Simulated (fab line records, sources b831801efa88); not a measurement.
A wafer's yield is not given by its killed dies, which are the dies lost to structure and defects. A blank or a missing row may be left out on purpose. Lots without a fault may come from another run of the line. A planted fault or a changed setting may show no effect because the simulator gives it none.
The tool behind it: which one?	flow gf180mcu	24 lots with 72 wafers sampled at 5 steps, on a route of 602 steps

== WHAT THE GAUGES READ, wafer by wafer ==
GF_LVPWELL_OVL_MEAS_07.
lot	measured	on	LVPWELL_OVL (nm)
L074	day 3 19:58	overlay-01	-1.1 -0.7 -0.7
L075	day 4 05:21	overlay-01	0.3 1.5 2.0
L076	day 4 07:53	overlay-01	0.8 -1.3 -0.5
L077	day 4 12:36	overlay-02	-2.3 -3.1 -1.6
L078	day 4 17:42	overlay-01	1.7 2.2 1.9
L079	day 5 01:20	overlay-02	-1.1 -0.9 -3.1
L080	day 5 05:59	overlay-01	1.8 1.4 -0.2
L081	day 5 10:39	overlay-01	0.9 1.0 0.3
L082	day 5 16:10	overlay-01	3.9 3.8 1.3
L083	day 6 00:41	overlay-01	-0.1 1.0 -0.3
L084	day 6 05:57	overlay-01	-0.7 1.0 -0.3
L085	day 6 11:36	overlay-02	2.4 3.1 1.8
L086	day 6 15:33	overlay-01	1.9 1.8 1.8
L087	day 7 04:17	overlay-01	1.3 1.2 1.6
L088	day 7 07:13	overlay-02	-1.0 -0.7 -1.0
L089	day 7 11:14	overlay-01	0.9 1.7 0.9
L090	day 7 16:26	overlay-01	1.7 1.1 1.5
L091	day 7 21:59	overlay-02	1.3 0.8 1.9
L092	day 8 08:45	overlay-02	0.7 0.7 1.6
L093	day 8 08:50	overlay-01	2.0 0.1 1.4
L094	day 8 18:15	overlay-01	0.6 2.0 0.9
L095	day 8 20:44	overlay-01	0.4 3.1 3.3
L096	day 9 00:10	overlay-01	1.0 0.3 1.8
L097	day 9 05:32	overlay-01	1.1 1.3 0.9

GF_HV_LDD_OVL_MEAS_08.
lot	measured	on	HV_LDD_OVL (nm)
L074	day 9 19:23	overlay-02	0.6 -0.3 0.5
L075	day 10 09:25	overlay-02	-0.8 0.2 -0.2
L076	day 10 14:04	overlay-02	-1.3 -0.7 -1.3
L077	day 10 17:31	overlay-01	1.3 1.0 0.4
L078	day 11 00:17	overlay-01	0.1 1.8 0.7
L079	day 11 14:19	overlay-01	2.8 2.0 2.7
L080	day 11 16:59	overlay-02	-0.3 -0.6 -0.3
L081	day 11 23:58	overlay-01	2.1 2.3 1.0
L082	day 12 08:05	overlay-02	0.5 -1.1 -0.5
L083	day 12 17:54	overlay-02	-0.2 0.0 -1.0
L084	day 13 01:47	overlay-01	-0.2 0.8 0.2
L085	day 13 10:10	overlay-02	-2.7 -0.1 -1.3
L086	day 13 13:49	overlay-02	-2.1 -1.4 -2.8
L087	day 14 05:16	overlay-01	-2.1 -0.1 0.0
L088	day 14 14:11	overlay-02	1.9 0.9 0.4
L089	day 14 17:55	overlay-02	-1.9 -1.3 -2.4
L090	day 15 01:33	overlay-01	5.6 3.4 2.7
L091	day 15 07:26	overlay-01	-0.9 -0.8 -2.1
L092	day 15 20:59	overlay-02	-3.2 -0.9 -1.8
L093	day 16 00:38	overlay-02	-2.2 -1.0 -0.8
L094	day 16 11:01	overlay-02	-1.5 -1.6 0.4
L095	day 16 16:43	overlay-02	0.1 0.6 0.6
L096	day 16 17:31	overlay-01	1.4 2.3 1.5
L097	day 17 01:47	overlay-01	0.7 1.8 0.5

GF_V1_RS_MEAS_24: measurement is done with a four-point probe.
lot	measured	on	V1_W_RS (ohm/sq)
L074	day 17 22:02	film_metro-02	0.3270 0.3272 0.3268
L075	day 18 12:56	film_metro-02	0.3295 0.3305 0.3312
L076	day 18 21:47	film_metro-03	0.3198 0.3207 0.3197
L077	day 19 04:07	film_metro-02	0.3226 0.3244 0.3272
L078	day 19 08:41	film_metro-02	0.3252 0.3252 0.3225
L079	day 20 05:34	film_metro-01	0.3270 0.3238 0.3250
L080	day 20 08:16	film_metro-01	0.3232 0.3298 0.3288
L081	day 20 17:04	film_metro-03	0.3243 0.3254 0.3218
L082	day 21 04:19	film_metro-03	0.3259 0.3280 0.3256
L083	day 21 14:37	film_metro-01	0.3315 0.3236 0.3285
L084	day 22 00:22	film_metro-03	0.3239 0.3287 0.3257
L085	day 22 10:47	film_metro-02	0.3231 0.3290 0.3256
L086	day 22 14:14	film_metro-03	0.3278 0.3273 0.3266
L087	day 23 06:59	film_metro-01	0.3224 0.3254 0.3174
L088	day 23 16:04	film_metro-02	0.3292 0.3216 0.3259
L089	day 23 21:08	film_metro-01	0.3252 0.3247 0.3273
L090	day 24 03:28	film_metro-02	0.3256 0.3234 0.3225
L091	day 24 12:19	film_metro-03	0.3249 0.3212 0.3280
L092	day 25 01:32	film_metro-02	0.3255 0.3231 0.3279
L093	day 25 04:52	film_metro-01	0.3244 0.3225 0.3253
L094	day 25 14:19	film_metro-02	0.3281 0.3276 0.3228
L095	day 25 18:37	film_metro-02	0.3268 0.3223 0.3314
L096	day 25 19:58	film_metro-01	0.3269 0.3234 0.3232
L097	day 26 04:48	film_metro-01	0.3248 0.3232 0.3217

== WHAT TOOL EACH LOT RAN ON (gives the tool, then ch and the chambers of the sampled wafers, and finally the start) ==
lot	GF_HV_LDD_STRIP_37	GF_SAB_STRIP_13
L074	plasma_asher-03 ch 0,1, day 11 08:37	plasma_asher-03 ch 0,1, day 14 21:24
L075	plasma_asher-02 ch 0,1, day 11 22:35	plasma_asher-04 ch 0,1, day 15 11:52
L076	plasma_asher-02 ch 0,1, day 12 04:26	plasma_asher-01 ch 0,1, day 15 19:05
L077	plasma_asher-01 ch 0,1, day 12 07:50	plasma_asher-03 ch 0,1, day 16 00:21
L078	plasma_asher-01 ch 0,1, day 12 14:47	plasma_asher-03 ch 0,1, day 16 05:33
L079	plasma_asher-02 ch 0,1, day 13 06:44	plasma_asher-01 ch 0,1, day 17 01:30
L080	plasma_asher-01 ch 0,1, day 13 09:29	plasma_asher-04 ch 0,1, day 17 03:49
L081	plasma_asher-03 ch 0,1, day 13 16:34	plasma_asher-04 ch 0,1, day 17 11:49
L082	plasma_asher-01 ch 0,1, day 14 01:43	plasma_asher-01 ch 0,1, day 17 22:22
L083	plasma_asher-01 ch 0,1, day 14 11:02	plasma_asher-01 ch 0,1, day 18 08:33
L084	plasma_asher-02 ch 0,1, day 14 20:05	plasma_asher-03 ch 0,1, day 18 19:30
L085	plasma_asher-01 ch 0,1, day 15 05:29	plasma_asher-03 ch 1, day 19 04:59
L086	plasma_asher-02 ch 0,1, day 15 07:44	plasma_asher-04 ch 0,1, day 19 09:13
L087	plasma_asher-01 ch 0,1, day 16 00:07	plasma_asher-01 ch 0,1, day 20 02:22
L088	plasma_asher-01 ch 0,1, day 16 09:44	plasma_asher-04 ch 0,1, day 20 12:43
L089	plasma_asher-02 ch 0,1, day 16 14:55	plasma_asher-04 ch 0, day 20 17:42
L090	plasma_asher-01 ch 0,1, day 16 22:37	plasma_asher-01 ch 0,1, day 21 02:37
L091	plasma_asher-01 ch 0,1, day 17 05:28	plasma_asher-04 ch 0,1, day 21 10:37
L092	plasma_asher-03 ch 0,1, day 17 19:50	plasma_asher-04 ch 0,1, day 21 23:22
L093	plasma_asher-02 ch 0,1, day 17 23:35	plasma_asher-04 ch 0,1, day 22 03:55
L094	plasma_asher-03 ch 0,1, day 18 10:14	plasma_asher-03 ch 0,1, day 22 14:37
L095	plasma_asher-03 ch 0,1, day 18 15:29	plasma_asher-01 ch 0,1, day 22 19:20
L096	plasma_asher-03 ch 0,1, day 18 17:29	plasma_asher-03 ch 0,1, day 22 20:47
L097	plasma_asher-02 ch 1, day 19 02:26	plasma_asher-04 ch 0,1, day 23 05:54
- GF_HV_LDD_STRIP_37: strips in O2/N2.
- GF_SAB_STRIP_13: strips in O2/N2.

== AS READ BY THE TOOLS THEMSELVES (means over the sampled wafers that have a number; for cases with no such wafer, the mark the record gives instead) ==
GF_HV_LDD_STRIP_37.
lot	tool	drypump_motor_current_A (A)	heater_power_w (W)	oes_product_au (a.u.)	strip_time_to_endpoint_s (s)
L074	plasma_asher-03	5.9	328	0.716	12.70
L075	plasma_asher-02	6.1	346	0.720	12.63
L076	plasma_asher-02	6.1	344	0.717	12.69
L077	plasma_asher-01	5.5	345	0.717	12.63
L078	plasma_asher-01	5.1	349	0.714	12.65
L079	plasma_asher-02	6.1	341	0.714	12.62
L080	plasma_asher-01	5.2	354	0.714	12.61
L081	plasma_asher-03	5.5	306	0.718	12.62
L082	plasma_asher-01	5.2	355	0.715	12.61
L083	plasma_asher-01	5.5	337	0.716	12.62
L084	plasma_asher-02	6.0	335	0.719	12.65
L085	plasma_asher-01	5.5	344	0.716	12.68
L086	plasma_asher-02	6.1	338	0.711	12.66
L087	plasma_asher-01	5.2	358	0.715	12.63
L088	plasma_asher-01	5.2	349	0.713	12.63
L089	plasma_asher-02	6.1	343	0.715	12.64
L090	plasma_asher-01	5.2	356	0.720	12.66
L091	plasma_asher-01	5.5	344	0.719	12.62
L092	plasma_asher-03	5.5	306	0.715	12.61
L093	plasma_asher-02	6.1	345	0.716	12.70
L094	plasma_asher-03	5.4	309	0.720	12.66
L095	plasma_asher-03	5.8	331	0.716	12.60
L096	plasma_asher-03	5.8	327	0.716	12.66
L097	plasma_asher-02	5.9	323	0.717	12.58

GF_SAB_STRIP_13.
lot	tool	drypump_motor_current_A (A)	heater_power_w (W)	oes_product_au (a.u.)	strip_time_to_endpoint_s (s)
L074	plasma_asher-03	5.5	311	0.706	12.64
L075	plasma_asher-04	6.2	319	0.708	12.59
L076	plasma_asher-01	5.2	354	0.712	12.64
L077	plasma_asher-03	5.5	309	0.713	12.67
L078	plasma_asher-03	5.5	306	0.713	12.62
L079	plasma_asher-01	5.5	344	0.712	12.65
L080	plasma_asher-04	5.8	335	0.704	12.66
L081	plasma_asher-04	5.8	340	0.709	12.64
L082	plasma_asher-01	5.2	357	0.708	12.64
L083	plasma_asher-01	5.5	346	0.712	12.59
L084	plasma_asher-03	5.5	305	0.715	12.62
L085	plasma_asher-03	6.1	353	0.716	12.65
L086	plasma_asher-04	5.8	331	0.710	12.59
L087	plasma_asher-01	5.2	358	0.708	12.63
L088	plasma_asher-04	5.8	337	0.714	12.64
L089	plasma_asher-04	6.7	297	0.713	12.65
L090	plasma_asher-01	5.5	346	0.711	12.58
L091	plasma_asher-04	6.3	318	0.707	12.56
L092	plasma_asher-04	6.2	309	0.713	12.67
L093	plasma_asher-04	5.8	326	0.712	12.67
L094	plasma_asher-03	5.9	332	0.715	12.64
L095	plasma_asher-01	5.2	350	0.710	12.65
L096	plasma_asher-03	5.5	308	0.708	12.59
L097	plasma_asher-04	6.3	311	0.708	12.55

== THE ANSWER, worked out from the rows above alone ==
Rule: the usual values come from the lots themselves. The widest of any qualifying gaps counts: lots, ordered by their means at a reading, are off when they make up no more than a third of the lots, leave a main group of 4 or more, and stand apart from it by 3 or more times the standard deviation of that group's means. Not used: any main group whose means are identical at the precision the tables above print for the reading. Also off: a lot with no number at a reading for which 4 or more lots have one. All remaining lots with rows at the step are treated as sound. First the gauges in route order, then the tools' own readings, where a lot's mean is used as printed above. At the first step where some lot is off, the reading lying furthest off is the one used; lots without a number count as furthest.
Across all readings shown, no lot is off: no conclusion can be drawn from this.

== WHAT THE SIMULATOR HAD INSERTED ==
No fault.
